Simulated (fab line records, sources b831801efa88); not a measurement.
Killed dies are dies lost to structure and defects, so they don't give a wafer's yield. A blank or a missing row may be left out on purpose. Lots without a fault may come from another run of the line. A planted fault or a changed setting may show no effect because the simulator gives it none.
Which tool did it? | flow gf180mcu | 13 lots, 39 wafers sampled, at 4 steps of a route of 602

WHAT THE GAUGES READ, wafer by wafer
GF_SALICIDE_RS_MEAS_04: measures by four-point-probe. Usual: SALICIDE_TIN_RS 16.46 ohm/sq, standard deviation 0.29.
lot  | measured     | on            | SALICIDE_TIN_RS (ohm/sq) | flag
L121 | day 15 09:55 | film_metro-03 | 16.21 16.24 16.21        |
L122 | day 15 15:07 | film_metro-04 | 16.59 16.81 16.78        |
L123 | day 16 06:01 | film_metro-01 | 16.46 16.53 16.42        |
L124 | day 16 22:31 | film_metro-01 | 16.01 16.10 16.16        |
L125 | day 17 07:34 | film_metro-01 | 15.75 16.14 16.54        |
L127 | day 18 06:40 | film_metro-04 | 16.48 16.92 16.85        |
L129 | day 18 13:25 | film_metro-03 | 16.08 15.98 16.43        |
L131 | day 19 01:55 | film_metro-03 | 16.59 16.68 16.68        |
L130 | day 19 07:10 | film_metro-03 | 16.92 16.93 16.86        |
L134 | day 20 05:11 | film_metro-04 | 16.60 16.77 16.82        |
L136 | day 21 12:18 | film_metro-04 | 14.96 15.03 14.96        | OFF
L137 | day 21 09:51 | film_metro-03 | 14.67 14.83 14.85        | OFF
L138 | day 21 16:48 | film_metro-04 | 16.58 16.09 16.09        |

GF_CONTACT_OVL_MEAS_15. Usual: CONTACT_OVL -1 nm, standard deviation 5.2.
lot  | measured     | on         | CONTACT_OVL (nm) | flag
L121 | day 16 09:35 | overlay-02 | 7 -3 -4          |
L122 | day 16 15:08 | overlay-02 | -2 -4 -6         |
L123 | day 17 05:54 | overlay-01 | 6 5 0            |
L124 | day 17 22:41 | overlay-02 | -3 6 1           |
L125 | day 18 08:29 | overlay-01 | 3 6 5            |
L127 | day 19 08:08 | overlay-01 | -3 2 -7          |
L129 | day 19 15:35 | overlay-01 | 1 2 0            |
L131 | day 20 03:50 | overlay-02 | -10 -4 -9        |
L130 | day 20 09:04 | overlay-02 | -3 -3 1          |
L134 | day 21 07:30 | overlay-01 | -1 -3 -8         |
L136 | day 22 13:34 | overlay-01 | 0 4 7            |
L137 | day 22 11:59 | overlay-01 | 3 3 -1           |
L138 | day 22 17:26 | overlay-01 | 2 5 6            |

WHICH TOOL RAN EACH LOT (tool, then ch and the chambers of the sampled wafers, then the start)
lot  | GF_POLY_GATE_ETCH_13             | GF_SALICIDE_SPUTTER_02
L121 | rie_si-02 ch 0,2, day 9 08:47    | pvd_sputter-04, day 15 09:52
L122 | rie_si-02 ch 0,1,3, day 9 14:14  | pvd_sputter-01, day 15 15:04
L123 | rie_si-02 ch 1,3, day 10 01:47   | pvd_sputter-04, day 16 05:56
L124 | rie_si-01 ch 0,1,3, day 10 15:40 | pvd_sputter-04, day 16 22:27
L125 | rie_si-02 ch 0,2,3, day 10 22:14 | pvd_sputter-03, day 17 07:31
L127 | rie_si-02 ch 0,1,2, day 11 15:53 | pvd_sputter-01, day 18 06:37
L129 | rie_si-01 ch 0,2,3, day 11 23:08 | pvd_sputter-03, day 18 13:22
L131 | rie_si-02 ch 2,3, day 12 10:31   | pvd_sputter-03, day 19 01:49
L130 | rie_si-01 ch 1,2,3, day 12 11:59 | pvd_sputter-04, day 19 07:07
L134 | rie_si-01 ch 0,2, day 13 05:52   | pvd_sputter-01, day 20 05:07
L136 | rie_si-01 ch 0,2,3, day 14 01:24 | pvd_sputter-01, day 21 12:14
L137 | rie_si-01 ch 1,2, day 14 05:41   | pvd_sputter-01, day 21 09:47
L138 | rie_si-01 ch 0,2,3, day 14 11:47 | pvd_sputter-04, day 21 16:44
- GF_POLY_GATE_ETCH_13: etches poly-Si in HBr/Cl2, stops on SiO2, target depth 198.5 nm, time 69.6 s.
- GF_SALICIDE_SPUTTER_02: material Co, target thk 10 nm, time 20 s.

WHAT THE TOOLS THEMSELVES READ (means of the sampled wafers that have a number; where no wafer has one, the mark that the record gives instead)
GF_POLY_GATE_ETCH_13. Usual: drypump_motor_current_A 5.8 A, standard deviation 0.47; oes_product_au 0.991 a.u., standard deviation 0.0062; throttle_valve_pct 33.685 %, standard deviation 0.0087.
lot  | tool      | drypump_motor_current_A (A) | oes_product_au (a.u.) | throttle_valve_pct (%) | flag
L121 | rie_si-02 | 5.7                         | 0.993                 | 33.686                 |
L122 | rie_si-02 | 5.5                         | 0.999                 | 33.679                 |
L123 | rie_si-02 | 5.4                         | 0.996                 | 33.687                 |
L124 | rie_si-01 | 6.2                         | 0.997                 | 33.683                 |
L125 | rie_si-02 | 5.9                         | 0.990                 | 33.689                 |
L127 | rie_si-02 | 5.7                         | 0.986                 | 33.685                 |
L129 | rie_si-01 | 6.0                         | 0.983                 | 33.688                 |
L131 | rie_si-02 | 6.1                         | 0.994                 | 33.681                 |
L130 | rie_si-01 | 6.1                         | 0.993                 | 33.685                 |
L134 | rie_si-01 | 5.8                         | 0.988                 | 33.687                 |
L136 | rie_si-01 | 6.0                         | 0.986                 | 33.688                 |
L137 | rie_si-01 | 5.7                         | 0.994                 | 33.682                 |
L138 | rie_si-01 | 6.0                         | 0.990                 | 33.680                 |

GF_SALICIDE_SPUTTER_02. Usual: throttle_valve_pct 30.2 %, standard deviation 0.96.
lot  | tool           | throttle_valve_pct (%) | flag
L121 | pvd_sputter-04 | 29.9                   |
L122 | pvd_sputter-01 | 30.0                   |
L123 | pvd_sputter-04 | 29.8                   |
L124 | pvd_sputter-04 | 29.7                   |
L125 | pvd_sputter-03 | 30.2                   |
L127 | pvd_sputter-01 | 29.1                   |
L129 | pvd_sputter-03 | 30.5                   |
L131 | pvd_sputter-03 | 29.4                   |
L130 | pvd_sputter-04 | 29.8                   |
L134 | pvd_sputter-01 | 31.3                   |
L136 | pvd_sputter-01 | 29.9                   |
L137 | pvd_sputter-01 | 30.1                   |
L138 | pvd_sputter-04 | 30.2                   |

THE ANSWER, worked out from the rows above alone
Rule: a lot is off if the mean of its wafers that have a number lies more than 3 standard deviations from the usual mean. A lot without any number at a reading at which 4 lots or more have one is off too. The other lots that the step has rows for count as sound. The gauges are gone through in route order, then the tools' own readings, and for those a lot's mean is taken as printed above. The first step at which some lot is off is used, and at that step the reading that is off furthest; a lot without a number counts as furthest.
Off: L136, L137, at GF_SALICIDE_RS_MEAS_04 (SALICIDE_TIN_RS).
A tool fits if, at a process step before that reading, it ran every lot that is off, and no sound lot after the first of them. The gauges at GF_SALICIDE_RS_MEAS_04 are tried like those tools. One fits: pvd_sputter-01 at GF_SALICIDE_SPUTTER_02. Its last sound lot is L134 (day 20 05:07), its first lot that is off L137 (day 21 09:47): a fault that began between those two fits.

WHAT THE SIMULATOR HAD PUT IN
Process parameter drift: pvd_sputter-01, from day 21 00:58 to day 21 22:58, at GF_SALICIDE_SPUTTER_02. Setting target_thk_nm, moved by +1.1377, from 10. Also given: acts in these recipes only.
Lots struck among those shown: L137, L136. The rule above found the same.
